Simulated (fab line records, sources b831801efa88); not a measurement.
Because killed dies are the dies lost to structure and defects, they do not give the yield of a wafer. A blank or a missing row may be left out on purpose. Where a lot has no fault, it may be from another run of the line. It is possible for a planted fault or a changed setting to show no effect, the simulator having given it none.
fab line records | flow sky130
record lots=6 | wafers=18 | last-day=49
route steps=708 shown METAL2@485 PAD_OPEN@708
lots that met no fault: from a run of the same line without faults
start-h: the number of hours between the record's first day and the start of the first shown wafer of the lot | wait-h: time in hours since the lot's previous step | " same as the row above | L1.1+2: one row covering several wafers at once | - no value present, or no start provided | * or withheld: withheld | < > ~ a bound
route shown NAME@n: a module of which the file shows steps, and the number in the route of the first | usual: mean/standard deviation taken from wafers without a fault | same: alike in all rows | chamber/n: place in a boat | sites: per-site readings | _std_site: the standard deviation of these | _edge_site: inner sites' mean taken away from outer sites' mean | radius-mm: how far each site lies from the wafer's centre | mask NAME#n: copy n | behind: tool/chamber where the wafer was last shaped | hold: the reason the lot was held/the length of the hold in hours/how it ended | device: the transistor (n, p or np) that didn't switch | end of line: tests of these same wafers at the route's end | for a step that has no rows: nothing shown but its recipe | killed: not the wafer's yield, but the dies lost to structure and defects at the first sort | map: a wafer's dies, marking killed ones x, the rest . and places with no die _
set.NAME: the setting as run; set.NAME@STEP: as run at that earlier step | model.NAME: the simulator's own value behind a step, which no gauge read
certain route steps with their lots: each step a table, each wafer a row
services: from which hour (start-h, from the record's first day; less than 0 if before it) a tool's chamber was out of use, for how many hours, and why
## steps
# step SKY_METAL2_SPUTTER_02
# recipe material=AlCu | target-thk-nm=250 | power-w=10600 | time-s=13.3 | chamber-pressure-pa=0.4
# usual cathode-dc-power-W=10600/2.1 | throttle-valve-pct=30.5/0.8
lot.wafer | tool           | chamber | start-h | wait-h | cathode-dc-power-W | throttle-valve-pct
L688.1    | pvd-sputter-04 | -       | 792.98  | 0.0    | 10601              | 29.6
L688.3    | "              | -       | "       | "      | 10601              | 32.0
L688.5    | "              | -       | "       | "      | 10601              | 29.5
L690.3    | pvd-sputter-01 | -       | 828.46  | 0.0    | 10599              | 30.6
L690.5    | "              | -       | "       | "      | 10601              | 30.9
L690.6    | "              | -       | "       | "      | 10603              | 30.7
L693.1    | pvd-sputter-04 | -       | 837.33  | 0.0    | 10600              | 29.7
L693.5    | "              | -       | "       | "      | 10599              | 29.5
L693.6    | "              | -       | "       | "      | 10596              | 31.7
L702.1    | pvd-sputter-01 | -       | 908.30  | 0.0    | 10601              | 31.2
L702.4    | "              | -       | "       | "      | 10598              | 30.7
L702.5    | "              | -       | "       | "      | 10596              | 30.6
L705.1    | pvd-sputter-03 | -       | 924.86  | 0.0    | 10599              | 29.9
L705.2    | "              | -       | "       | "      | 10603              | 30.6
L705.4    | "              | -       | "       | "      | 10597              | 29.3
L707.1    | pvd-sputter-01 | -       | 944.65  | 0.0    | 10601              | 31.2
L707.2    | "              | -       | "       | "      | 10605              | 30.9
L707.5    | "              | -       | "       | "      | 10597              | 30.7
# step SKY_METAL2_SPUTTER_03
# recipe material=Ti | target-thk-nm=5 | power-w=3000 | time-s=3.3 | chamber-pressure-pa=0.4
# usual cathode-dc-power-W=3000.0/0.5 | throttle-valve-pct=30.5/0.81
lot.wafer | tool           | chamber | start-h | wait-h | cathode-dc-power-W | throttle-valve-pct
L688.1    | pvd-sputter-04 | -       | 793.00  | 0.0    | 3000.6             | 29.6
L688.3    | "              | -       | "       | "      | 3000.6             | 31.7
L688.5    | "              | -       | "       | "      | 3000.4             | 30.1
L690.3    | pvd-sputter-01 | -       | 828.48  | 0.0    | 2999.6             | 30.9
L690.5    | "              | -       | "       | "      | 2999.3             | 30.8
L690.6    | "              | -       | "       | "      | 3000.1             | 30.8
L693.1    | pvd-sputter-04 | -       | 837.35  | 0.0    | 2999.8             | 29.9
L693.5    | "              | -       | "       | "      | 2999.3             | 29.9
L693.6    | "              | -       | "       | "      | 2999.6             | 31.8
L702.1    | pvd-sputter-01 | -       | 908.32  | 0.0    | 3000.7             | 31.6
L702.4    | "              | -       | "       | "      | 3000.8             | 30.9
L702.5    | "              | -       | "       | "      | 3000.3             | 30.6
L705.1    | pvd-sputter-03 | -       | 924.88  | 0.0    | 3000.4             | 29.8
L705.2    | "              | -       | "       | "      | 2999.8             | 30.4
L705.4    | "              | -       | "       | "      | 3000.6             | 29.2
L707.1    | pvd-sputter-01 | -       | 944.67  | 0.0    | 2999.6             | 31.4
L707.2    | "              | -       | "       | "      | 2999.6             | 30.7
L707.5    | "              | -       | "       | "      | 3000.8             | 30.8
# step SKY_METAL2_SPUTTER_04
# recipe material=TiN | target-thk-nm=70 | power-w=6500 | time-s=58.3 | chamber-pressure-pa=0.4
# usual cathode-dc-power-W=6500.1/1.3 | throttle-valve-pct=30.5/0.83
lot.wafer | tool           | chamber | start-h | wait-h | cathode-dc-power-W | throttle-valve-pct
L688.1    | pvd-sputter-04 | -       | 793.02  | 0.0    | 6498.7             | 29.8
L688.3    | "              | -       | "       | "      | 6499.6             | 31.9
L688.5    | "              | -       | "       | "      | 6501.8             | 30.0
L690.3    | pvd-sputter-01 | -       | 828.50  | 0.0    | 6500.2             | 30.7
L690.5    | "              | -       | "       | "      | 6497.9             | 30.8
L690.6    | "              | -       | "       | "      | 6499.4             | 30.6
L693.1    | pvd-sputter-04 | -       | 837.37  | 0.0    | 6497.6             | 30.1
L693.5    | "              | -       | "       | "      | 6497.6             | 29.6
L693.6    | "              | -       | "       | "      | 6499.2             | 31.8
L702.1    | pvd-sputter-01 | -       | 908.34  | 0.0    | 6498.9             | 31.1
L702.4    | "              | -       | "       | "      | 6499.9             | 30.9
L702.5    | "              | -       | "       | "      | 6500.7             | 30.9
L705.1    | pvd-sputter-03 | -       | 924.90  | 0.0    | 6500.5             | 29.6
L705.2    | "              | -       | "       | "      | 6499.8             | 30.4
L705.4    | "              | -       | "       | "      | 6500.3             | 29.1
L707.1    | pvd-sputter-01 | -       | 944.69  | 0.0    | 6501.4             | 31.1
L707.2    | "              | -       | "       | "      | 6497.6             | 30.7
L707.5    | "              | -       | "       | "      | 6499.6             | 30.7
# step SKY_METAL2_RS_MEAS_05
# recipe thk-meas-gauge=four-point-probe | reads=TiN_of_METAL2_SPUTTER_04+Ti_of_METAL2_SPUTTER_03+AlCu_of_METAL2_SPUTTER_02+TiN_of_METAL2_SPUTTER_01+Ti_of_METAL2_SPUTTER_00
# usual METAL2_ALCU_RS=0.1269/0.0012
lot.wafer | tool          | chamber | start-h | wait-h | METAL2_ALCU_RS[ohm/sq]
L688.1    | film-metro-03 | -       | 793.07  | 0.0    | 0.1269
L688.3    | "             | -       | "       | "      | 0.1269
L688.5    | "             | -       | "       | "      | 0.1277
L690.3    | film-metro-03 | -       | 828.59  | 0.1    | 0.1284
L690.5    | "             | -       | "       | "      | 0.1270
L690.6    | "             | -       | "       | "      | 0.1284
L693.1    | film-metro-01 | -       | 837.42  | 0.0    | 0.1278
L693.5    | "             | -       | "       | "      | 0.1282
L693.6    | "             | -       | "       | "      | 0.1271
L702.1    | film-metro-04 | -       | 908.39  | 0.0    | 0.1251
L702.4    | "             | -       | "       | "      | 0.1267
L702.5    | "             | -       | "       | "      | 0.1271
L705.1    | film-metro-01 | -       | 924.95  | 0.0    | 0.1269
L705.2    | "             | -       | "       | "      | 0.1260
L705.4    | "             | -       | "       | "      | 0.1279
L707.1    | film-metro-03 | -       | 944.74  | 0.0    | 0.1280
L707.2    | "             | -       | "       | "      | 0.1283
L707.5    | "             | -       | "       | "      | 0.1266
# step SKY_METAL2_THK_MEAS_06
# recipe thk-meas-gauge=xrf | reads=AlCu_of_METAL2_SPUTTER_02
# usual METAL2_ALCU_THK=245.3/2.8
lot.wafer | tool          | chamber | start-h | wait-h | METAL2_ALCU_THK[nm]
L688.1    | film-metro-03 | -       | 793.19  | 0.1    | 247.1
L688.3    | "             | -       | "       | "      | 244.4
L688.5    | "             | -       | "       | "      | 243.2
L690.3    | film-metro-03 | -       | 828.69  | 0.1    | 242.8
L690.5    | "             | -       | "       | "      | 244.1
L690.6    | "             | -       | "       | "      | 243.1
L693.1    | film-metro-01 | -       | 837.54  | 0.1    | 244.3
L693.5    | "             | -       | "       | "      | 242.0
L693.6    | "             | -       | "       | "      | 242.6
L702.1    | film-metro-04 | -       | 908.51  | 0.1    | 250.6
L702.4    | "             | -       | "       | "      | 248.5
L702.5    | "             | -       | "       | "      | 244.9
L705.1    | film-metro-01 | -       | 925.07  | 0.1    | 246.3
L705.2    | "             | -       | "       | "      | 246.1
L705.4    | "             | -       | "       | "      | 244.3
L707.1    | film-metro-03 | -       | 944.86  | 0.1    | 241.6
L707.2    | "             | -       | "       | "      | 245.2
L707.5    | "             | -       | "       | "      | 244.2
# step SKY_METAL2_DEHYDRATE_07
# recipe temp-c=200 | time-s=57.59
# step SKY_METAL2_HMDS_08
# recipe prime-time-s=60 | prime-temp-c=120
# step SKY_METAL2_COAT_09
# recipe resist=BARC | temp-c=withheld | time-s=withheld | spin-rpm=3000 | resist-thk-nm=60
# step SKY_METAL2_COAT_10
# recipe resist=KrF-thick | spin-rpm=3000 | resist-thk-nm=450
# step SKY_METAL2_SOFTBAKE_11
# recipe temp-c=100 | time-s=90 | resist=KrF-thick
# step SKY_METAL2_EXPOSE_12
# recipe mask-id=MM2 | na=0.8 | source-shape=annular | sigma-inner=0.55 | sigma-outer=0.85 | target-cd-nm=140 | dose-mj=28
# step SKY_METAL2_PEB_13
# recipe peb-temp-c=withheld | peb-time-s=withheld | resist=KrF-thick
# step SKY_METAL2_DEVELOP_14
# recipe develop-time-s=60 | resist=KrF-thick | dev-temp-c=21
# usual developer-temp-C=21.00/0.1
# same develop-time-s=60
lot.wafer | tool           | chamber | start-h | wait-h | developer-temp-C
L688.1    | litho-track-03 | 0       | 819     | -      | 21.06
L688.3    | "              | 0       | "       | "      | 21.08
L688.5    | "              | 0       | "       | "      | 21.04
L690.3    | litho-track-02 | 0       | 855     | -      | 21.87
L690.5    | "              | 0       | "       | "      | 22.00
L690.6    | "              | 0       | "       | "      | 21.84
L693.1    | litho-track-02 | 0       | 863     | -      | 21.80
L693.5    | "              | 0       | "       | "      | 21.81
L693.6    | "              | 0       | "       | "      | 21.74
L702.1    | litho-track-01 | 0       | 933     | -      | 21.14
L702.4    | "              | 0       | "       | "      | 20.91
L702.5    | "              | 0       | "       | "      | 21.02
L705.1    | litho-track-02 | 0       | 949     | -      | 21.02
L705.2    | "              | 0       | "       | "      | 21.12
L705.4    | "              | 0       | "       | "      | 20.89
L707.1    | litho-track-03 | 0       | 968     | -      | 21.02
L707.2    | "              | 0       | "       | "      | 20.92
L707.5    | "              | 0       | "       | "      | 20.95
# step SKY_METAL2_CD_MEAS_15
# recipe target-cd-nm=140
# usual cd-nm=140.1/1.4
lot.wafer | tool      | chamber | start-h | wait-h | cd-nm
L688.1    | cd-sem-02 | -       | 819.82  | -      | 138.3
L688.3    | "         | -       | "       | "      | 138.5
L688.5    | "         | -       | "       | "      | 137.2
L690.3    | cd-sem-02 | -       | 855.18  | -      | 139.3
L690.5    | "         | -       | "       | "      | 138.3
L690.6    | "         | -       | "       | "      | 139.3
L693.1    | cd-sem-01 | -       | 863.74  | -      | 139.4
L693.5    | "         | -       | "       | "      | 139.3
L693.6    | "         | -       | "       | "      | 141.8
L702.1    | cd-sem-02 | -       | 933.15  | -      | 140.1
L702.4    | "         | -       | "       | "      | 139.2
L702.5    | "         | -       | "       | "      | 138.9
L705.1    | cd-sem-01 | -       | 949.34  | -      | 140.8
L705.2    | "         | -       | "       | "      | 139.9
L705.4    | "         | -       | "       | "      | 140.2
L707.1    | cd-sem-02 | -       | 968.92  | -      | 139.5
L707.2    | "         | -       | "       | "      | 139.6
L707.5    | "         | -       | "       | "      | 139.3
# step SKY_PAD_OPEN_PROBE_99
# usual defect-limited-yield=81.9/1.9 | killed_at_M0_to_M3=45/7.9 | killed_at_M4_up=2.9/1.8 | killed-at-contacts=25/5.5 | killed-at-front-end=16/4.4 | killed-at-other=0.3/0.58 | killed-dies=89/9.4 | killed-open=49/6.8 | killed-short=40/6.3 | sort_bin_3_pad_short=0.9/0.41 | sort_bin_5_function=10.8/1.5 | sort_bin_6_memory=6.4/1.2 | sort-n-pass=403/9.4 | sort-yield-pct=81.9/1.9
# same gross-dies=492 | killed-at-back-side=0 | sort_bin_4_leakage[%]=0 | sort_bin_8_speed[%]=0
lot.wafer | tool      | chamber | start-h | wait-h | defect-limited-yield[%] | killed_at_M0_to_M3 | killed_at_M4_up | killed-at-contacts | killed-at-front-end | killed-at-other | killed-dies | killed-open | killed-short | sort_bin_3_pad_short[%] | sort_bin_5_function[%] | sort_bin_6_memory[%] | sort-n-pass | sort-yield-pct[%]
L688.1    | prober-02 | -       | 1074.47 | 0.1    | 81.5                    | 43                 | 4               | 24                 | 20                  | 0               | 91          | 47          | 43           | 1.6                     | 11.2                   | 5.7                  | 401         | 81.5
L688.3    | prober-02 | -       | 1074.57 | 0.2    | 83.7                    | 36                 | 7               | 27                 | 10                  | 0               | 80          | 41          | 39           | 0.6                     | 10.8                   | 4.9                  | 412         | 83.7
L688.5    | prober-02 | -       | 1074.67 | 0.2    | 83.5                    | 32                 | 7               | 24                 | 18                  | 0               | 81          | 43          | 38           | 0.4                     | 11.6                   | 4.5                  | 411         | 83.5
# killed by level:class
L688.1 LI_CONTACT:geometric-particle:open=10 METAL1:geometric-particle:short=7 VIA3:geometric-particle:open=7 POLY_GATE:geometric-particle:open=6 VIA1:geometric-particle:short=6 VIA1:geometric-particle:open=6 POLY_GATE:geometric-particle:short=5 LOCAL_INTERCONNECT:geometric-particle:short=4
L688.3 VIA3:geometric-particle:open=9 LI_CONTACT:geometric-particle:open=8 VIA1:geometric-particle:open=7 LI_CONTACT:geometric-particle:short=5 CONTACT:geometric-particle:short=5 CONTACT:geometric-particle:open=5 METAL1:geometric-particle:short=5 METAL4:geometric-particle:short=5
L688.5 CONTACT:geometric-particle:open=9 VIA1:geometric-particle:open=8 FIELD_ISO:geometric-particle:open=6 LI_CONTACT:geometric-particle:open=5 METAL2:geometric-particle:short=5 POLY_GATE:geometric-particle:short=4 LI_CONTACT:geometric-particle:short=4 CONTACT:geometric-particle:short=4
## services
tool           | chamber | start-h | hours | kind
pvd-sputter-01 | -       | 797.40  | 1.8   | repair
pvd-sputter-01 | -       | 813.65  | 4.5   | repair
pvd-sputter-04 | -       | 886.60  | 6.0   | repair
## key
first-sign step=SKY_METAL2_DEVELOP_14 | reading=developer-temp-C | direction=up | sigmas=8.2 | usual=* | struck=*
effect none on later readings
met-at SKY_METAL2_DEVELOP_14
struck-wafers L690.3,L690.5,L690.6,L693.1,L693.5,L693.6
fault kind=process-parameter-drift | tool=litho-track-02 | chamber=- | onset-h=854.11 | steps=SKY_METAL2_DEVELOP_14 | channel=dev-temp-c | offset=* | shape=step | end-h=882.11 | acts-in=* | stated=*
